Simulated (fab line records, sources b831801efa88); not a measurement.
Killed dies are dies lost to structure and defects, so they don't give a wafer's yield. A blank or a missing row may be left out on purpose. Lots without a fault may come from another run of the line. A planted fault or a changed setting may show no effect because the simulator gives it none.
fab line records | flow sky130
record lots=12 wafers=36 last_day=50
route steps=708 shown METAL2@487 VIA2@529 CAPM@537 METAL3@567 PAD_OPEN@708
lots that met no fault: from a run of the same line without faults
start_h: hours from the record's first day to the start of the lot's first wafer shown | wait_h: hours since the lot's step before | " the same as in the row above | L1.1+2: a row that stands for several wafers | - no value, or no start given | * or withheld: withheld | < > ~ a bound
route shown NAME@n: a module of which the file shows steps, and the number in the route of the first | usual: mean/standard deviation of fault-free wafers | same: alike in all rows | chamber/n: place in a boat | sites: the reading at each site | _std_site: their standard deviation | _edge_site: outer sites' mean less inner sites' | radius_mm: how far each site lies from the wafer's centre | mask NAME#n: copy n | behind: the tool/chamber that last shaped the wafer | hold: why the lot was held/for how many hours/how that ended | device: the transistor (n, p or np) that didn't switch | end of line: the same wafers' tests at the end of the route | a step without rows: its recipe alone | killed: dies lost to structure and defects at the first sort, not the wafer's yield | map: a wafer's dies, x killed, . not, _ none there
set.NAME: the setting as run; set.NAME@STEP: as run at that earlier step | model.NAME: the simulator's own value behind a step, which no gauge read
steps of the route over a sample of lots; a table a step, a row a wafer
services: from which hour (start_h, from the record's first day; less than 0 if before it) a tool's chamber was out of use, for how many hours, and why
## steps
# step SKY_METAL2_SPUTTER_04
# recipe material=TiN target_thk_nm=70 power_w=6500 time_s=58.3 chamber_pressure_pa=0.4
# usual throttle_valve_pct=29.4/1.1
# columns lot.wafer tool chamber start_h wait_h throttle_valve_pct
L211.1 pvd_sputter-01 - 788.04 0.0 29.5
L211.4 " - " " 27.6
L211.6 " - " " 29.5
L212.3 pvd_sputter-01 - 793.00 0.0 29.8
L212.4 " - " " 28.2
L212.5 " - " " 29.6
L213.4 pvd_sputter-02 - 795.14 0.0 31.0
L213.5 " - " " 29.1
L213.6 " - " " 30.5
L214.1 pvd_sputter-03 - 802.64 0.0 28.6
L214.2 " - " " 30.0
L214.4 " - " " 29.2
L215.4 pvd_sputter-03 - 817.34 0.0 28.6
L215.5 " - " " 30.1
L215.6 " - " " 31.0
L222.2 pvd_sputter-02 - 881.09 0.0 30.4
L222.3 " - " " 30.8
L222.4 " - " " 30.3
L223.1 pvd_sputter-02 - 927.18 0.0 30.4
L223.2 " - " " 30.6
L223.5 " - " " 29.1
L225.1 pvd_sputter-03 - 932.33 0.0 29.2
L225.3 " - " " 31.0
L225.6 " - " " 29.9
L226.2 pvd_sputter-01 - 936.10 0.0 30.2
L226.3 " - " " 27.6
L226.6 " - " " 30.3
L230.1 pvd_sputter-02 - 943.44 0.0 31.1
L230.3 " - " " 29.0
L230.6 " - " " 30.8
L231.2 pvd_sputter-02 - 948.30 0.0 29.6
L231.4 " - " " 28.8
L231.6 " - " " 30.8
L234.4 pvd_sputter-01 - 964.69 0.0 30.0
L234.5 " - " " 27.6
L234.6 " - " " 30.2
# step SKY_METAL2_OVL_MEAS_16
# usual METAL2_OVL=-6/5.1
# columns lot.wafer tool chamber start_h wait_h METAL2_OVL[nm]
L211.1 overlay-02 - 815.66 0.1 -10
L211.4 " - " " -2
L211.6 " - " " -1
L212.3 overlay-02 - 821.07 0.1 -8
L212.4 " - " " -8
L212.5 " - " " -5
L213.4 overlay-02 - 822.58 0.1 -6
L213.5 " - " " -9
L213.6 " - " " -3
L214.1 overlay-02 - 829.57 0.1 -11
L214.2 " - " " -2
L214.4 " - " " 2
L215.4 overlay-02 - 844.24 0.1 0
L215.5 " - " " 2
L215.6 " - " " -2
L222.2 overlay-02 - 907.03 0.1 -5
L222.3 " - " " 1
L222.4 " - " " -3
L223.1 overlay-01 - 951.27 0.1 -5
L223.2 " - " " -5
L223.5 " - " " -7
L225.1 overlay-02 - 956.86 0.1 -13
L225.3 " - " " -11
L225.6 " - " " -3
L226.2 overlay-02 - 960.38 0.1 -9
L226.3 " - " " -10
L226.6 " - " " -16
L230.1 overlay-01 - 967.68 0.1 -9
L230.3 " - " " -8
L230.6 " - " " -12
L231.2 overlay-02 - 972.87 0.1 -7
L231.4 " - " " -10
L231.6 " - " " -12
L234.4 overlay-01 - 988.79 0.1 -4
L234.5 " - " " -10
L234.6 " - " " -5
# step SKY_VIA2_RS_MEAS_22
# recipe thk_meas_gauge=four-point-probe reads=W_of_VIA2_CVD_21+TiN_of_VIA2_SPUTTER_20
# usual VIA2_W_RS=0.271/0.004
# columns lot.wafer tool chamber start_h wait_h VIA2_W_RS[ohm/sq]
L211.1 film_metro-04 - 845.45 0.1 0.274
L211.4 " - " " 0.263
L211.6 " - " " 0.265
L212.3 film_metro-03 - 849.46 0.1 0.265
L212.4 " - " " 0.275
L212.5 " - " " 0.263
L213.4 film_metro-02 - 850.51 0.1 0.271
L213.5 " - " " 0.274
L213.6 " - " " 0.273
L214.1 film_metro-02 - 858.04 0.1 0.271
L214.2 " - " " 0.271
L214.4 " - " " 0.272
L215.4 film_metro-02 - 872.08 0.1 0.263
L215.5 " - " " 0.274
L215.6 " - " " 0.266
L222.2 film_metro-04 - 934.61 0.1 0.277
L222.3 " - " " 0.273
L222.4 " - " " 0.261
L223.1 film_metro-02 - 977.40 0.1 0.276
L223.2 " - " " 0.265
L223.5 " - " " 0.265
L225.1 film_metro-02 - 983.65 0.1 0.276
L225.3 " - " " 0.274
L225.6 " - " " 0.274
L226.2 film_metro-02 - 986.25 0.1 0.270
L226.3 " - " " 0.271
L226.6 " - " " 0.267
L230.1 film_metro-03 - 993.54 0.1 0.273
L230.3 " - " " 0.271
L230.6 " - " " 0.271
L231.2 film_metro-04 - 998.51 0.1 0.273
L231.4 " - " " 0.276
L231.6 " - " " 0.272
L234.4 film_metro-04 - 1014.10 0.1 0.277
L234.5 " - " " 0.278
L234.6 " - " " 0.276
# step SKY_CAPM_CVD_00
# recipe material=SiO2 target_thk_nm=15.5 temp_c=400 time_s=withheld rf_w=450
# usual heater_power_w=678/58
# columns lot.wafer tool chamber start_h wait_h heater_power_w
L211.1 pecvd-03 2 846.08 0.0 764
L211.4 " 2 " " 774
L211.6 " 2 " " 780
L212.3 pecvd-01 0 850.05 0.0 653
L212.4 " 0 " " 647
L212.5 " 1 " " 639
L213.4 pecvd-03 2 851.10 0.0 745
L213.5 " 1 " " 655
L213.6 " 0 " " 541
L214.1 pecvd-03 0 858.67 0.0 635
L214.2 " 1 " " 741
L214.4 " 1 " " 723
L215.4 pecvd-03 2 872.66 0.0 767
L215.5 " 0 " " 670
L215.6 " 1 " " 731
L222.2 pecvd-01 0 935.23 0.0 716
L222.3 " 2 " " 685
L222.4 " 2 " " 661
L223.1 pecvd-03 2 978.03 0.0 696
L223.2 " 1 " " 774
L223.5 " 1 " " 769
L225.1 pecvd-01 1 984.28 0.0 720
L225.3 " 2 " " 706
L225.6 " 2 " " 719
L226.2 pecvd-03 2 986.86 0.0 700
L226.3 " 1 " " 752
L226.6 " 0 " " 637
L230.1 pecvd-03 0 994.17 0.0 669
L230.3 " 1 " " 714
L230.6 " 1 " " 709
L231.2 pecvd-01 0 999.12 0.0 756
L231.4 " 0 " " 743
L231.6 " 1 " " 736
L234.4 pecvd-03 2 1014.68 0.0 638
L234.5 " 0 " " 640
L234.6 " 2 " " 672
# step SKY_CAPM_THK_MEAS_01
# recipe reads=SiO2_of_CAPM_CVD_00
# usual CAPM_CVD_00_THK=15.61/0.21
# columns lot.wafer tool chamber start_h wait_h CAPM_CVD_00_THK[nm]
L211.1 film_metro-04 - 846.15 - 15.21
L211.4 " - " " 15.69
L211.6 " - " " 15.48
L212.3 film_metro-01 - 850.09 - 15.34
L212.4 " - " " 15.54
L212.5 " - " " 15.62
L213.4 film_metro-02 - 851.14 - 15.46
L213.5 " - " " 15.76
L213.6 " - " " 15.28
L214.1 film_metro-02 - 858.69 - 19.46
L214.2 " - " " 19.61
L214.4 " - " " 20.29
L215.4 film_metro-01 - 872.70 - 19.96
L215.5 " - " " 20.01
L215.6 " - " " 20.01
L222.2 film_metro-01 - 935.26 - 15.48
L222.3 " - " " 15.60
L222.4 " - " " 15.73
L223.1 film_metro-02 - 978.05 - 15.43
L223.2 " - " " 15.68
L223.5 " - " " 15.78
L225.1 film_metro-02 - 984.31 - 15.17
L225.3 " - " " 15.43
L225.6 " - " " 15.85
L226.2 film_metro-02 - 986.90 - 15.86
L226.3 " - " " 15.86
L226.6 " - " " 15.75
L230.1 film_metro-01 - 994.19 - 15.53
L230.3 " - " " 15.81
L230.6 " - " " 15.92
L231.2 film_metro-01 - 999.16 - 15.45
L231.4 " - " " 15.44
L231.6 " - " " 15.70
L234.4 film_metro-02 - 1014.73 - 15.78
L234.5 " - " " 16.04
L234.6 " - " " 15.89
# step SKY_METAL3_ETCH_17
# recipe target=SiO2 stop_on=TiN chemistry=C4F8/O2/Ar source_w=1500 bias_w=1200 pressure_mtorr=40 c4f8_flow_sccm=withheld O2_flow_sccm=6 Ar_flow_sccm=300 time_s=3.9 target_depth_a=150
# usual oes_product_au=0.757/0.0071
# columns lot.wafer tool chamber start_h wait_h oes_product_au rf_hours_counter_h
L211.1 rie_diel-03 3 898.43 0.1 0.744 16
L211.4 " 0 " " 0.768 15
L211.6 " 2 " " 0.757 -
L212.3 rie_diel-03 0 903.09 0.0 0.755 15
L212.4 " 1 " " 0.749 15
L212.5 " 1 " " 0.761 -
L213.4 rie_diel-02 2 903.37 0.0 0.749 3
L213.5 " 3 " " 0.764 -
L213.6 " 0 " " 0.747 -
L214.1 rie_diel-01 2 911.01 0.1 0.854 12
L214.2 " 3 " " 0.864 11
L214.4 " 0 " " 0.870 21
L215.4 rie_diel-03 2 925.08 0.0 0.866 18
L215.5 " 1 " " 0.862 -
L215.6 " 2 " " 0.868 -
L222.2 rie_diel-03 3 983.72 0.1 0.750 18
L222.3 " 2 " " 0.756 19
L222.4 " 1 " " 0.765 17
L223.1 rie_diel-01 1 1025.72 0.1 0.755 26
L223.2 " 3 " " 0.758 15
L223.5 " 1 " " 0.767 -
L225.1 rie_diel-03 2 1031.13 0.1 0.744 21
L225.3 " 1 " " 0.747 19
L225.6 " 1 " " 0.770 -
L226.2 rie_diel-03 1 1032.98 0.1 0.761 19
L226.3 " 2 " " 0.763 21
L226.6 " 0 " " 0.764 -
L230.1 rie_diel-03 0 1039.98 0.1 0.757 19
L230.3 " 1 " " 0.764 19
L230.6 " 0 " " 0.763 -
L231.2 rie_diel-02 0 1045.63 0.1 0.741 16
L231.4 " 2 " " 0.754 7
L231.6 " 0 " " 0.759 -
L234.4 rie_diel-03 0 1060.28 0.0 0.764 -
L234.5 " 1 " " 0.766 -
L234.6 " 3 " " 0.756 -
# step SKY_PAD_OPEN_PROBE_99
# usual defect_limited_yield=82.6/2 killed_at_M0_to_M3=43/7.3 killed_at_M4_up=3.4/1.7 killed_at_contacts=24/4.5 killed_at_front_end=16/4.4 killed_at_other=0.2/0.51 killed_dies=86/9.7 killed_open=46/6.6 killed_short=39/7.1
# same gross_dies=492 killed_at_back_side=0
# columns lot.wafer tool chamber start_h wait_h defect_limited_yield[%] killed_at_M0_to_M3 killed_at_M4_up killed_at_contacts killed_at_front_end killed_at_other killed_dies killed_open killed_short
L211.1 prober-02 - 1072.78 0.1 81.5 34 4 33 19 1 91 53 37
L211.4 prober-02 - 1072.93 0.2 80.9 35 7 27 24 1 94 55 38
L211.6 prober-02 - 1073.03 0.2 80.7 45 5 24 20 1 95 55 39
L213.4 prober-01 - 1076.83 0.2 85.2 27 5 19 22 0 73 43 30
L213.5 prober-01 - 1076.88 0.2 80.7 52 3 24 16 0 95 48 46
L213.6 prober-01 - 1076.93 0.2 83.9 40 4 19 16 0 79 50 28
L212.3 prober-02 - 1077.65 0.2 83.9 41 2 25 11 0 79 43 36
L212.4 prober-02 - 1077.70 0.2 82.3 48 3 20 16 0 87 48 39
L212.5 prober-02 - 1077.75 0.2 80.7 34 5 41 15 0 95 60 35
L214.1 prober-01 - 1082.97 0.1 80.3 55 2 27 13 0 97 53 44
L214.2 prober-01 - 1083.02 0.1 81.1 55 1 22 15 0 93 52 41
L214.4 prober-01 - 1083.12 0.2 79.3 53 4 32 12 1 102 54 48
L215.4 prober-01 - 1095.22 0.2 83.1 41 2 25 15 0 83 51 32
L215.5 prober-01 - 1095.27 0.2 80.3 50 3 27 17 0 97 54 43
L215.6 prober-01 - 1095.32 0.2 81.5 51 3 24 13 0 91 51 40
L222.2 prober-01 - 1139.22 0.1 83.3 37 6 20 19 0 82 38 43
L222.3 prober-01 - 1139.27 0.2 84.6 34 2 26 14 0 76 46 30
L222.4 prober-01 - 1139.32 0.2 82.1 39 4 26 19 0 88 50 38
L223.1 prober-01 - 1175.43 0.1 83.7 40 3 24 13 0 80 39 40
L223.2 prober-01 - 1175.48 0.1 81.5 37 2 34 17 1 91 44 46
L223.5 prober-01 - 1175.63 0.2 83.9 36 2 27 13 1 79 36 42
L225.1 prober-01 - 1178.96 0.1 78.9 55 4 26 19 0 104 52 49
L225.3 prober-01 - 1179.06 0.2 78.0 50 8 28 22 0 108 58 48
L225.6 prober-01 - 1179.21 0.2 80.5 45 8 26 17 0 96 44 51
L226.2 prober-01 - 1182.01 0.1 78.9 55 9 22 18 0 104 45 59
L226.3 prober-01 - 1182.06 0.2 80.3 48 6 28 14 1 97 59 38
L226.6 prober-01 - 1182.21 0.2 84.6 48 1 14 13 0 76 33 43
L230.1 prober-01 - 1186.39 0.1 80.5 44 5 28 19 0 96 53 43
L230.3 prober-01 - 1186.49 0.2 85.4 37 4 21 10 0 72 39 32
L230.6 prober-01 - 1186.64 0.2 82.5 46 4 23 13 0 86 55 31
L231.2 prober-01 - 1190.95 0.1 85.4 44 4 14 10 0 72 40 32
L231.4 prober-01 - 1191.05 0.2 85.0 35 3 20 16 0 74 46 27
L231.6 prober-01 - 1191.15 0.2 81.9 40 5 27 15 2 89 41 48
L234.4 prober-01 - 1203.20 0.2 82.7 49 3 22 11 0 85 48 37
L234.5 prober-01 - 1203.25 0.2 83.7 36 3 25 16 0 80 42 37
L234.6 prober-01 - 1203.30 0.2 83.5 43 2 15 21 0 81 45 35
# killed by level:class
L211.1 LI_CONTACT:geometric_particle:open=13 VIA1:geometric_particle:open=9 METAL2:geometric_particle:short=9 CONTACT:geometric_particle:short=6 FIELD_ISO:geometric_particle:open=5 CONTACT:geometric_particle:open=5 VIA2:geometric_particle:open=5 LOCAL_INTERCONNECT:geometric_particle:short=4
L211.4 LI_CONTACT:geometric_particle:open=11 FIELD_ISO:geometric_particle:open=9 CONTACT:geometric_particle:open=8 POLY_GATE:geometric_particle:short=6 METAL2:geometric_particle:short=6 METAL1:geometric_particle:short=5 VIA1:geometric_particle:open=5 FIELD_ISO:geometric_particle:short=4
L211.6 VIA2:geometric_particle:open=10 VIA1:geometric_particle:open=8 VIA3:geometric_particle:open=7 FIELD_ISO:geometric_particle:short=6 LI_CONTACT:geometric_particle:open=6 CONTACT:geometric_particle:open=6 CONTACT:geometric_particle:short=5 VIA2:geometric_particle:short=5
L213.4 CONTACT:geometric_particle:open=11 VIA1:geometric_particle:open=9 FIELD_ISO:geometric_particle:open=6 FIELD_ISO:geometric_particle:short=5 POLY_GATE:geometric_particle:short=5 CONTACT:geometric_particle:short=5 VIA2:geometric_particle:open=5 VIA3:geometric_particle:open=4
L213.5 VIA1:geometric_particle:open=10 CONTACT:geometric_particle:short=8 METAL1:geometric_particle:short=7 CONTACT:geometric_particle:open=7 VIA2:geometric_particle:short=7 VIA3:geometric_particle:open=7 FIELD_ISO:geometric_particle:open=6 VIA1:geometric_particle:short=5
L213.6 VIA1:geometric_particle:open=11 CONTACT:geometric_particle:open=9 VIA2:geometric_particle:open=8 VIA3:geometric_particle:short=6 FIELD_ISO:geometric_particle:open=5 CONTACT:geometric_particle:short=5 VIA3:geometric_particle:open=5 LI_CONTACT:geometric_particle:open=4
L212.3 CONTACT:geometric_particle:short=9 VIA1:geometric_particle:open=9 VIA2:geometric_particle:open=7 VIA3:geometric_particle:open=7 LOCAL_INTERCONNECT:geometric_particle:short=6 CONTACT:geometric_particle:open=5 METAL1:geometric_particle:short=5 FIELD_ISO:geometric_particle:open=4
L212.4 VIA1:geometric_particle:open=12 CONTACT:geometric_particle:open=9 METAL2:geometric_particle:short=8 VIA3:geometric_particle:open=6 METAL1:geometric_particle:short=5 CONTACT:geometric_particle:short=5 VIA1:geometric_particle:short=5 VIA2:geometric_particle:open=5
L212.5 CONTACT:geometric_particle:open=15 LI_CONTACT:geometric_particle:open=12 VIA1:geometric_particle:open=9 CONTACT:geometric_particle:short=6 VIA2:geometric_particle:open=6 LI_CONTACT:geometric_particle:short=5 FIELD_ISO:geometric_particle:open=4 METAL2:geometric_particle:short=4
L214.1 VIA1:geometric_particle:open=15 LI_CONTACT:geometric_particle:open=11 CONTACT:geometric_particle:open=10 METAL2:geometric_particle:short=9 VIA1:geometric_particle:short=7 VIA3:geometric_particle:open=6 POLY_GATE:geometric_particle:short=5 METAL1:geometric_particle:short=5
L214.2 VIA1:geometric_particle:open=16 CONTACT:geometric_particle:open=11 VIA2:geometric_particle:open=10 VIA1:geometric_particle:short=9 VIA3:geometric_particle:open=5 POLY_GATE:geometric_particle:short=4 LI_CONTACT:geometric_particle:open=4 CONTACT:geometric_particle:short=4
L214.4 VIA2:geometric_particle:open=15 VIA1:geometric_particle:open=12 LI_CONTACT:geometric_particle:open=9 VIA1:geometric_particle:short=8 CONTACT:geometric_particle:short=6 LI_CONTACT:geometric_particle:short=6 POLY_GATE:geometric_particle:short=5 CONTACT:geometric_particle:open=5
L215.4 CONTACT:geometric_particle:open=9 VIA3:geometric_particle:open=9 VIA2:geometric_particle:open=9 LI_CONTACT:geometric_particle:open=7 VIA1:geometric_particle:open=6 METAL2:geometric_particle:short=6 FIELD_ISO:geometric_particle:open=5 POLY_GATE:geometric_particle:short=5
L215.5 VIA1:geometric_particle:open=13 LI_CONTACT:geometric_particle:open=8 VIA3:geometric_particle:open=8 CONTACT:geometric_particle:short=7 CONTACT:geometric_particle:open=7 METAL2:geometric_particle:short=6 VIA2:geometric_particle:short=5 VIA2:geometric_particle:open=5
L215.6 VIA1:geometric_particle:open=12 VIA3:geometric_particle:open=10 VIA2:geometric_particle:open=9 CONTACT:geometric_particle:open=7 LI_CONTACT:geometric_particle:open=6 POLY_GATE:geometric_particle:short=5 LI_CONTACT:geometric_particle:short=5 CONTACT:geometric_particle:short=5
L222.2 VIA2:geometric_particle:open=8 LI_CONTACT:geometric_particle:open=7 VIA3:geometric_particle:open=7 FIELD_ISO:geometric_particle:short=6 METAL1:geometric_particle:short=6 POLY_GATE:geometric_particle:short=5 CONTACT:geometric_particle:open=5 METAL2:geometric_particle:short=5
L222.3 CONTACT:geometric_particle:open=9 VIA1:geometric_particle:open=9 LI_CONTACT:geometric_particle:open=7 CONTACT:geometric_particle:short=6 VIA2:geometric_particle:open=6 VIA3:geometric_particle:open=6 POLY_GATE:geometric_particle:short=4 METAL2:geometric_particle:short=4
L222.4 VIA1:geometric_particle:open=14 CONTACT:geometric_particle:open=10 CONTACT:geometric_particle:short=6 VIA3:geometric_particle:open=6 FIELD_ISO:geometric_particle:short=5 FIELD_ISO:geometric_particle:open=5 POLY_GATE:geometric_particle:short=5 VIA3:geometric_particle:short=5
L223.1 CONTACT:geometric_particle:open=10 VIA1:geometric_particle:open=9 METAL1:geometric_particle:short=7 METAL2:geometric_particle:short=7 LI_CONTACT:geometric_particle:open=5 VIA2:geometric_particle:open=5 POLY_GATE:geometric_particle:short=4 FIELD_ISO:geometric_particle:open=3
L223.2 CONTACT:geometric_particle:open=8 VIA1:geometric_particle:open=8 LOCAL_INTERCONNECT:geometric_particle:short=7 CONTACT:geometric_particle:short=7 METAL2:geometric_particle:short=6 POLY_GATE:geometric_particle:short=5 LI_CONTACT:geometric_particle:open=5 VIA2:geometric_particle:open=5
L223.5 CONTACT:geometric_particle:open=10 CONTACT:geometric_particle:short=8 METAL2:geometric_particle:short=8 METAL3:geometric_particle:short=7 LI_CONTACT:geometric_particle:open=6 VIA3:geometric_particle:open=5 POLY_GATE:geometric_particle:short=4 VIA1:geometric_particle:open=4
L225.1 VIA1:geometric_particle:open=12 CONTACT:geometric_particle:open=11 VIA2:geometric_particle:open=10 FIELD_ISO:geometric_particle:short=9 METAL2:geometric_particle:short=9 VIA1:geometric_particle:short=8 LI_CONTACT:geometric_particle:open=6 LI_CONTACT:geometric_particle:short=6
L225.3 VIA1:geometric_particle:open=12 CONTACT:geometric_particle:open=10 LI_CONTACT:geometric_particle:open=9 METAL4:geometric_particle:short=7 VIA3:geometric_particle:open=6 VIA2:geometric_particle:open=6 FIELD_ISO:geometric_particle:open=5 POLY_GATE:geometric_particle:open=5
L225.6 VIA2:geometric_particle:open=8 VIA1:geometric_particle:short=8 METAL1:geometric_particle:short=7 VIA1:geometric_particle:open=7 CONTACT:geometric_particle:open=7 LOCAL_INTERCONNECT:geometric_particle:short=6 FIELD_ISO:geometric_particle:short=5 CONTACT:geometric_particle:short=5
L226.2 VIA1:geometric_particle:open=18 METAL2:geometric_particle:short=11 VIA1:geometric_particle:short=8 POLY_GATE:geometric_particle:short=7 METAL4:geometric_particle:short=7 LOCAL_INTERCONNECT:geometric_particle:short=5 LI_CONTACT:geometric_particle:open=4 CONTACT:geometric_particle:open=4
L226.3 VIA1:geometric_particle:open=13 CONTACT:geometric_particle:open=12 VIA3:geometric_particle:open=10 VIA1:geometric_particle:short=6 CONTACT:geometric_particle:short=5 METAL4:geometric_particle:short=5 LOCAL_INTERCONNECT:geometric_particle:short=4 POLY_GATE:geometric_particle:open=3
L226.6 METAL1:geometric_particle:short=9 METAL2:geometric_particle:short=8 VIA1:geometric_particle:short=7 VIA2:geometric_particle:open=7 CONTACT:geometric_particle:short=5 VIA1:geometric_particle:open=5 SPACER:geometric_particle:open=4 CONTACT:geometric_particle:open=4
L230.1 VIA1:geometric_particle:open=12 VIA2:geometric_particle:open=9 LI_CONTACT:geometric_particle:open=8 CONTACT:geometric_particle:short=8 POLY_GATE:geometric_particle:open=6 VIA3:geometric_particle:open=6 CONTACT:geometric_particle:open=6 FIELD_ISO:geometric_particle:short=4
L230.3 CONTACT:geometric_particle:open=11 VIA1:geometric_particle:open=9 VIA1:geometric_particle:short=6 VIA3:geometric_particle:open=6 VIA2:geometric_particle:open=5 POLY_GATE:geometric_particle:short=4 LI_CONTACT:geometric_particle:open=4 CONTACT:geometric_particle:short=4
L230.6 VIA1:geometric_particle:open=11 LI_CONTACT:geometric_particle:open=9 VIA1:geometric_particle:short=7 VIA2:geometric_particle:open=7 VIA3:geometric_particle:open=6 CONTACT:geometric_particle:open=5 FIELD_ISO:geometric_particle:open=4 METAL1:geometric_particle:short=4
L231.2 VIA2:geometric_particle:open=10 VIA1:geometric_particle:short=7 VIA3:geometric_particle:open=7 LI_CONTACT:geometric_particle:open=6 FIELD_ISO:geometric_particle:short=5 METAL1:geometric_particle:short=5 VIA1:geometric_particle:open=5 FIELD_ISO:geometric_particle:open=3
L231.4 VIA2:geometric_particle:open=10 POLY_GATE:geometric_particle:open=7 CONTACT:geometric_particle:open=6 LOCAL_INTERCONNECT:geometric_particle:short=6 VIA1:geometric_particle:open=6 LI_CONTACT:geometric_particle:open=5 VIA1:geometric_particle:short=4 VIA3:geometric_particle:open=4
L231.6 VIA1:geometric_particle:open=10 CONTACT:geometric_particle:open=8 LI_CONTACT:geometric_particle:open=7 FIELD_ISO:geometric_particle:short=5 POLY_GATE:geometric_particle:open=5 VIA1:geometric_particle:short=5 METAL2:geometric_particle:short=5 VIA2:geometric_particle:open=5
L234.4 VIA1:geometric_particle:open=11 LI_CONTACT:geometric_particle:open=8 METAL2:geometric_particle:short=8 METAL1:geometric_particle:short=8 CONTACT:geometric_particle:open=7 VIA3:geometric_particle:open=6 FIELD_ISO:geometric_particle:open=4 VIA2:geometric_particle:short=4
L234.5 VIA1:geometric_particle:open=11 FIELD_ISO:geometric_particle:open=7 LOCAL_INTERCONNECT:geometric_particle:short=6 CONTACT:geometric_particle:open=6 VIA2:geometric_particle:open=5 LI_CONTACT:geometric_particle:open=5 POLY_GATE:geometric_particle:short=4 METAL1:geometric_particle:short=4
L234.6 VIA1:geometric_particle:open=14 VIA1:geometric_particle:short=8 METAL2:geometric_particle:short=8 FIELD_ISO:geometric_particle:short=6 POLY_GATE:geometric_particle:open=5 CONTACT:geometric_particle:open=5 LI_CONTACT:geometric_particle:open=4 VIA3:geometric_particle:open=4
## services
# columns tool chamber start_h hours kind
pvd_sputter-02 - 782.71 1.2 repair
rie_diel-03 1 790.67 6.4 repair
pvd_sputter-02 - 791.87 1.8 repair
pvd_sputter-02 - 802.97 4.8 repair
pecvd-03 - 822.71 2.8 repair
pvd_sputter-02 - 834.71 1.1 repair
rie_diel-02 - 871.10 14.6 pm
rie_diel-03 1 882.30 14.7 repair
pvd_sputter-02 - 887.64 3.4 repair
pvd_sputter-01 - 890.77 4.1 repair
pvd_sputter-02 - 904.31 11.8 repair
pvd_sputter-01 - 925.11 1.4 repair
pecvd-01 - 925.42 6.0 pm
rie_diel-03 3 946.18 9.8 repair
pecvd-01 2 956.75 5.6 repair
pvd_sputter-03 - 995.72 0.8 repair
pvd_sputter-02 - 997.52 1.9 repair
pvd_sputter-03 - 998.51 4.1 repair
pecvd-03 1 1004.32 20.8 repair
pvd_sputter-01 - 1028.70 2.3 repair
pvd_sputter-03 - 1030.25 5.6 repair
pecvd-01 - 1052.25 1.5 repair
rie_diel-03 2 1055.07 6.5 repair
pvd_sputter-03 - 1060.27 0.8 repair
## key
first_sign step=SKY_CAPM_THK_MEAS_01 reading=CAPM_CVD_00_THK direction=up sigmas=20 usual=15.61 struck=19.89
effect step=SKY_METAL3_ETCH_17 reading=oes_product_au direction=up sigmas=15 usual=0.757 struck=0.864
met_at SKY_CAPM_CVD_00
struck_lots L214,L215
not_acting_at SKY_METAL2_SPUTTER_04,SKY_METAL2_OVL_MEAS_16,SKY_VIA2_RS_MEAS_22
onset_between 851.10 858.67
fault kind=process_parameter_drift tool=pecvd-03 chamber=- onset_h=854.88 steps=SKY_CAPM_CVD_00 channel=time_s offset=withheld shape=step end_h=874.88 acts_in=*
